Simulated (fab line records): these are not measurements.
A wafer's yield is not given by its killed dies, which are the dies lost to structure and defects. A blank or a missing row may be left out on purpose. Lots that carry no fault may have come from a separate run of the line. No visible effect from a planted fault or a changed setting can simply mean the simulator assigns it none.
fab line records | flow gf180mcu
record: lots: 5 wafers: 23
route steps=602 shown V5@552 TOP_METAL@567 PASSIVATION@587
start-h: start of the lot's first displayed wafer, in hours after the record's first day | wait-h: hours elapsed since this lot's preceding step | " unchanged from the row above | L1.1+2: a row that stands for several wafers | - no value present, or no start provided | * or withheld: withheld | < > ~ a bound
route shown NAME@n: a module of which the file shows steps, and the number in the route of the first | usual: average and standard deviation across the fault-free wafers | same: alike in all rows | chamber/n: place in a boat | sites: the reading at each site | _std_site: standard deviation of those values | _edge_site: inner sites' mean taken away from outer sites' mean | radius-mm: for every site, how far away it sits from the centre of the wafer | mask NAME#n: copy n | behind: tool/chamber where the wafer was last shaped | hold: cause of the lot's hold/its duration in hours/its outcome | device: transistor that didn't switch, given as n, p or np | end of line: tests of these same wafers at the route's end | a step given without rows: its recipe and nothing more | killed: dies that structure and defects cost at the first sort, which is not the same as the wafer's yield | map: shows each die of a wafer: x if killed, . if not, _ if none is there
set.NAME: the setting as run; set.NAME@STEP: as run at that earlier step | model.NAME: the simulator's own value behind a step, which no gauge read
lots where settings were altered on purpose, with a table for each step and a row for each wafer
== steps ==
step: GF_V5_PEB_12
recipe: peb-temp-c: 135 peb-time-s: 90 resist: KrF
columns lot.wafer tool chamber start-h wait-h set.peb-time-s
L077.2+3+6 litho-track-02 0 - - 101
L077.4+5 " 0 " " 90
L076.1+3+5 litho-track-01 0 - - 101
L076.2+6 " 0 " " 90
L081.2+3+4 litho-track-01 0 - - 90
L080.2+3 litho-track-03 0 - - 90
L080.4+5+6 " 0 " " 79.57
L083.2+4+6 litho-track-03 0 - - 90
L083.3+5 " 0 " " 93.95
step: GF_V5_DEVELOP_13
recipe: develop-time-s: 60 resist: KrF dev-temp-c: 21
step: GF_V5_CD_MEAS_14
recipe: target-cd-nm: 260
usual: cd-nm: 260.3/1.1
columns lot.wafer tool chamber start-h wait-h set.peb-time-s@V5_PEB_12 cd-nm
L077.2 cd-sem-02 - 655.03 0.1 101 261.6
L077.3 " - " " 101 261.6
L077.4 " - " " 90 259.0
L077.5 " - " " 90 259.4
L077.6 " - " " 101 261.8
L076.1 cd-sem-01 - 656.03 0.1 101 262.7
L076.2 " - " " 90 260.5
L076.3 " - " " 101 263.9
L076.5 " - " " 101 263.2
L076.6 " - " " 90 260.8
L081.2 cd-sem-02 - 685.80 0.1 90 261.1
L081.3 " - " " 90 260.2
L081.4 " - " " 90 260.6
L080.2 cd-sem-01 - 691.43 0.1 90 261.2
L080.3 " - " " 90 259.7
L080.4 " - " " 79.57 256.8
L080.5 " - " " 79.57 257.4
L080.6 " - " " 79.57 257.1
L083.2 cd-sem-02 - 699.60 0.2 90 258.1
L083.3 " - " " 93.95 259.1
L083.4 " - " " 90 259.6
L083.5 " - " " 93.95 258.7
L083.6 " - " " 90 258.3
step: GF_TOP_METAL_SPUTTER_00
recipe: material: Ti target-thk-nm: 37.5 arriving-ion-energy-ev: 80 substrate-temp-c: 200 chamber-pressure-pa: 2 power-w: 4000 time-s: 150
columns lot.wafer tool chamber start-h wait-h set.chamber-pressure-pa model.Ti_of_TOP_METAL_SPUTTER_00.thk-nm
L077.2 pvd-sputter-03 - 656.55 0.2 2 37.47
L077.3+4 " - " " 2 37.54
L077.5 " - " " 2 37.39
L077.6 " - " " 2 37.26
L076.1 pvd-sputter-04 - 657.57 0.2 1.78 39.47
L076.2 " - " " 1.78 39.34
L076.3 " - " " 1.78 39.79
L076.5 " - " " 1.78 39.69
L076.6 " - " " 1.78 39.37
L081.2 pvd-sputter-03 - 687.31 0.2 2 38.11
L081.3 " - " " 2 38.08
L081.4 " - " " 2 38.06
L080.2 pvd-sputter-04 - 692.95 0.1 2.088 35.87
L080.3 " - " " 2.088 35.91
L080.4 " - " " 2.088 36.54
L080.5 " - " " 2.088 36.34
L080.6 " - " " 2.088 35.69
L083.2 pvd-sputter-03 - 701.11 0.1 2 37.13
L083.3 " - " " 2 37.42
L083.4 " - " " 2 37.11
L083.5 " - " " 2 37.45
L083.6 " - " " 2 37.41
step: GF_TOP_METAL_SPUTTER_04
recipe: material: TiN target-thk-nm: 25 power-w: 6500 time-s: 20.8 chamber-pressure-pa: 0.4
columns lot.wafer tool chamber start-h wait-h set.time-s model.TiN_of_TOP_METAL_SPUTTER_04.thk-nm
L077.2 pvd-sputter-03 - 656.74 0.0 20.8 25.19
L077.3 " - " " 20.8 25.44
L077.4 " - " " 19.2 23.37
L077.5 " - " " 20.8 25.13
L077.6 " - " " 19.2 23.46
L076.1 pvd-sputter-04 - 657.76 0.0 21.86 26.37
L076.2 " - " " 21.86 26.3
L076.3 " - " " 20.8 25.09
L076.5 " - " " 21.86 26.22
L076.6 " - " " 20.8 24.94
L081.2 pvd-sputter-03 - 687.50 0.0 20.8 24.95
L081.3 " - " " 20.8 24.94
L081.4 " - " " 20.8 24.78
L080.2 pvd-sputter-04 - 693.14 0.0 20.8 24.75
L080.3 " - " " 21.65 25.46
L080.4 " - " " 21.65 25.34
L080.5 " - " " 20.8 24.59
L080.6 " - " " 21.65 25.79
L083.2 pvd-sputter-03 - 701.30 0.0 18.36 21.71
L083.3 " - " " 18.36 22.28
L083.4 " - " " 18.36 21.9
L083.5 " - " " 20.8 24.87
L083.6 " - " " 20.8 24.96
step: GF_PASSIVATION_CVD_00
recipe: material: SiO2 target-thk-nm: 1000 precursor: TEOS temp-c: 400 time-s: 111.95 rf-w: 600
columns lot.wafer tool chamber start-h wait-h set.time-s model.SiO2_of_PASSIVATION_CVD_00.thk-nm
L077.2 pecvd-04 1 676.83 0.0 117 1036
L077.3 " 1 " " 117 1058
L077.4 " 0 " " 117 1056
L077.5+6 " 0,1 " " 111.95 1023
L076.1 pecvd-03 2 678.32 0.0 111.95 986.1
L076.2 " 1 " " 111.95 989.8
L076.3 " 0 " " 126.8 1124
L076.5 " 2 " " 126.8 1135
L076.6 " 1 " " 111.95 1006
L081.2 pecvd-04 0 706.85 0.0 111.95 991.3
L081.3 " 2 " " 111.95 999
L081.4 " 1 " " 111.95 1016
L080.2 pecvd-04 1 712.92 0.0 126.6 1134
L080.3 " 0 " " 111.95 1013
L080.4 " 0 " " 126.6 1139
L080.5 " 2 " " 111.95 1008
L080.6 " 1 " " 126.6 1150
L083.2 pecvd-03 0 719.99 0.0 111.95 997.4
L083.3 " 2 " " 98.31 857
L083.4 " 1 " " 98.31 862.7
L083.5 " 2 " " 98.31 882.6
L083.6 " 0 " " 111.95 1014
step: GF_PASSIVATION_THK_MEAS_01
recipe: reads: SiO2_of_PASSIVATION_CVD_00
usual: PASSIVATION_CVD_00_THK: 1002/13
columns lot.wafer tool chamber start-h wait-h set.time-s@PASSIVATION_CVD_00 PASSIVATION_CVD_00_THK[nm]
L077.2 film-metro-01 - 676.96 0.1 117 1035
L077.3 " - " " 117 1058
L077.4 " - " " 117 1056
L077.5 " - " " 111.95 1022
L077.6 " - " " 111.95 1023
L076.1 film-metro-01 - 678.40 0.0 111.95 986
L076.2 " - " " 111.95 989
L076.3 " - " " 126.8 1125
L076.5 " - " " 126.8 1134
L076.6 " - " " 111.95 1006
L081.2 film-metro-02 - 706.94 0.0 111.95 991
L081.3 " - " " 111.95 999
L081.4 " - " " 111.95 1016
L080.2 film-metro-03 - 713.01 0.0 126.6 1135
L080.3 " - " " 111.95 1013
L080.4 " - " " 126.6 1140
L080.5 " - " " 111.95 1007
L080.6 " - " " 126.6 1150
L083.2 film-metro-03 - 720.08 0.0 111.95 998
L083.3 " - " " 98.31 858
L083.4 " - " " 98.31 863
L083.5 " - " " 98.31 883
L083.6 " - " " 111.95 1015
step: GF_PASSIVATION_SOFTBAKE_07
recipe: temp-c: 110 time-s: withheld
columns lot.wafer tool chamber start-h wait-h set.temp-c
L077.2+5+6 litho-track-02 0 687.10 0.1 108.3
L077.3+4 " 0 " " 110
L076.1+6 litho-track-01 0 688.48 0.1 108
L076.2+3+5 " 0 " " 110
L081.2+3+4 litho-track-04 0 715.89 0.1 110
L080.2+3+4+5+6 litho-track-02 0 721.85 0.1 110
L083.2+3 litho-track-01 0 729.81 0.1 110
L083.4+5+6 " 0 " " 106.6
step: GF_PASSIVATION_EXPOSE_08
recipe: mask-id: Pad target-cd-nm: 40000 na: 0.57 dose-mj: 310
step: GF_PASSIVATION_PEB_09
recipe: temp-c: 115 time-s: withheld
step: GF_PASSIVATION_DEVELOP_10
recipe: develop-time-s: 60 dev-temp-c: 23
step: GF_PASSIVATION_ETCH_11
recipe: chemistry: CF4/O2 target-depth-nm: 1800 stop-on: TiN source-w: 800 bias-w: 150 pressure-mtorr: 150 cf4-flow-sccm: 80 O2_flow_sccm: 10 time-s: 400
usual: oes-product-au: 0.962/0.0075
columns lot.wafer tool chamber start-h wait-h set.time-s@PASSIVATION_CVD_00 oes-product-au
L077.2 rie-diel-01 3 696.31 - 117 0.955
L077.3 " 1 " " 117 0.981
L077.4 " 0 " " 117 0.981
L077.5 " 2 " " 111.95 0.966
L077.6 " 3 " " 111.95 0.968
L076.1 rie-diel-04 3 697.61 - 111.95 0.949
L076.2 " 2 " " 111.95 0.950
L076.3 " 0 " " 126.8 0.998
L076.5 " 2 " " 126.8 0.997
L076.6 " 1 " " 111.95 0.961
L081.2 rie-diel-03 0 724.63 - 111.95 0.957
L081.3 " 3 " " 111.95 0.960
L081.4 " 1 " " 111.95 0.969
L080.2 rie-diel-04 3 731.46 - 126.6 0.997
L080.3 " 0 " " 111.95 0.964
L080.4 " 2 " " 126.6 1.003
L080.5 " 3 " " 111.95 0.972
L080.6 " 0 " " 126.6 1.011
L083.2 rie-diel-01 1 738.26 - 111.95 0.962
L083.3 " 2 " " 98.31 0.918
L083.4 " 3 " " 98.31 0.905
L083.5 " 3 " " 98.31 0.922
L083.6 " 0 " " 111.95 0.967
== key ==
split: step: GF_V5_PEB_12 setting: peb-time-s stated: 90 by: wafer
response: step: GF_V5_CD_MEAS_14 reading: cd-nm change: +0.224 per: 1% r: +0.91
split: step: GF_TOP_METAL_SPUTTER_00 setting: chamber-pressure-pa stated: 2 by: lot
response: step: GF_TOP_METAL_SPUTTER_00 reading: model.Ti_of_TOP_METAL_SPUTTER_00.thk-nm change: -0.211 per: 1% r: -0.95
split: step: GF_TOP_METAL_SPUTTER_04 setting: time-s stated: 20.8 by: wafer
response: step: GF_TOP_METAL_SPUTTER_04 reading: model.TiN_of_TOP_METAL_SPUTTER_04.thk-nm change: +0.246 per: 1% r: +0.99
split: step: GF_PASSIVATION_CVD_00 setting: time-s stated: 111.95 by: wafer
response: step: GF_PASSIVATION_CVD_00 reading: model.SiO2_of_PASSIVATION_CVD_00.thk-nm change: +10.3 per: 1% r: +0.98
response: step: GF_PASSIVATION_THK_MEAS_01 reading: PASSIVATION_CVD_00_THK change: +10.3 per: 1% r: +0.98
response: step: GF_PASSIVATION_ETCH_11 reading: oes-product-au change: +0.00325 per: 1% r: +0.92
split: step: GF_PASSIVATION_SOFTBAKE_07 setting: temp-c stated: 110 by: wafer
response none clear
